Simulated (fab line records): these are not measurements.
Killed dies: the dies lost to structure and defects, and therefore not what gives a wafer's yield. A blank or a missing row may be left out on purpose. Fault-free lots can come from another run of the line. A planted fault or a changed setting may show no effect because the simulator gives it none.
Struck lot and sound lot, side by side | flow sky130 | 15 out of 708 route steps
Sound: wafers L724.1, L724.2, L724.5. Struck: wafers L743.1, L743.3. At the end, the cause is stated.
Order at every step that has rows: each side's tool, ch and its chambers, its first start. Under that, the readings that differ: sound wafers | struck wafers | difference of the means | sigmas: that difference in standard deviations of wafers without a fault.
alike: readings with means less than 2 such deviations apart, plus words and numbers identical on both sides. not compared: withheld readings, readings lacking a value on some wafer, bounds such as >300 that could conceal the same value, and numbers that have no deviation in the record and whose values overlap.
A row with sigmas, a row that says differs or no value, or rows on one side alone: a step with any of these is where the two part. Numbers that don't overlap but have no deviation are shown without sigmas and don't part them. A reading missing from all wafers of one side parts the sides only when that side holds two or more wafers.

SKY_SD_N_RS_MEAS_16: measures by four-point-probe.
  sound on film-metro-03 at day 28 19:13; struck on film-metro-03 at day 35 06:15
  alike: SD_N_RS
SKY_SD_N_RS_MEAS_17: measures by four-point-probe.
  sound on film-metro-03 at day 28 19:20; struck on film-metro-03 at day 35 06:22
  alike: SD_P_RS
SKY_SD_N_RS_MEAS_18: measures by four-point-probe.
  sound on film-metro-03 at day 28 19:28; struck on film-metro-03 at day 35 06:29
  alike: RES_XHIGH_RS
then, 2 steps without rows for these wafers: SKY_SALICIDE_CLEAN_00 (cleans in HF-last, time 30 s); SKY_LI_CONTACT_HDPCVD_00 (deposits PSG, target thk 930 nm, time 155 s).
SKY_LI_CONTACT_THK_MEAS_01:
  sound on film-metro-02 at day 28 19:46; struck on film-metro-03 at day 35 06:44
  alike: LI_CONTACT_HDPCVD_THK
SKY_LI_CONTACT_CMP_02: polishes PSG.
  sound on cmp-01 ch 0,3, day 28 19:49; struck on cmp-01 ch 0,3, day 35 06:53
  alike: edge-zone-pressure-frac, motor-current-A, time-to-endpoint-s
SKY_LI_CONTACT_BOW_MEAS_03:
  sound on film-metro-03 at day 28 20:07; struck on film-metro-04 at day 35 07:05
  alike: LI_CONTACT_BOW
then, 4 steps without rows for these wafers: SKY_LI_CONTACT_DEHYDRATE_04 (time 60 s); SKY_LI_CONTACT_HMDS_05 (prime time 60 s); SKY_LI_CONTACT_COAT_06 (resist thk 60 nm); SKY_LI_CONTACT_COAT_07 (resist thk 450 nm).
SKY_LI_CONTACT_SOFTBAKE_08: time 90 s.
  sound on litho-track-03 ch 0, day 29 10:00; struck on litho-track-02 ch 0, day 35 20:00
  reading                  | sound                | struck        | difference | sigmas
  heater-power-total-W (W) | 57.22 57.50 57.40    | 58.01 58.13   | +0.70      | +6
  run-length-s (s)         | 119.34 119.26 119.36 | 115.16 114.89 | -4.30      | -21
then, 1 step without rows for these wafers: SKY_LI_CONTACT_EXPOSE_09 (exposes mask LICM1, target cd 170 nm).
-- record jumps: 15 days separate the struck wafers' starts on either side; left off in module LI_CONTACT, taken up again in module PAD_OPEN, whose first shown step is the route's number 708 --
SKY_PAD_OPEN_PROBE_99:
  sound on prober-01 at day 46 10:52; struck on prober-02 at day 50 19:11
  alike: killed_at_M0_to_M3, killed_at_M4_up, killed-at-contacts, killed-at-front-end, killed-at-other, killed-dies, killed-open, killed-short

== WHERE THEY PART ==
Only at SKY_LI_CONTACT_SOFTBAKE_08, as far as this record shows. Later steps at which nothing parts them and some readings are alike: SKY_PAD_OPEN_PROBE_99.

WHY: what had been put in by the simulator
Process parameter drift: litho-track-02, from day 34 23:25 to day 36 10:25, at SKY_LI_CONTACT_SOFTBAKE_08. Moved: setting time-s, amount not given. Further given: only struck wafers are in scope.
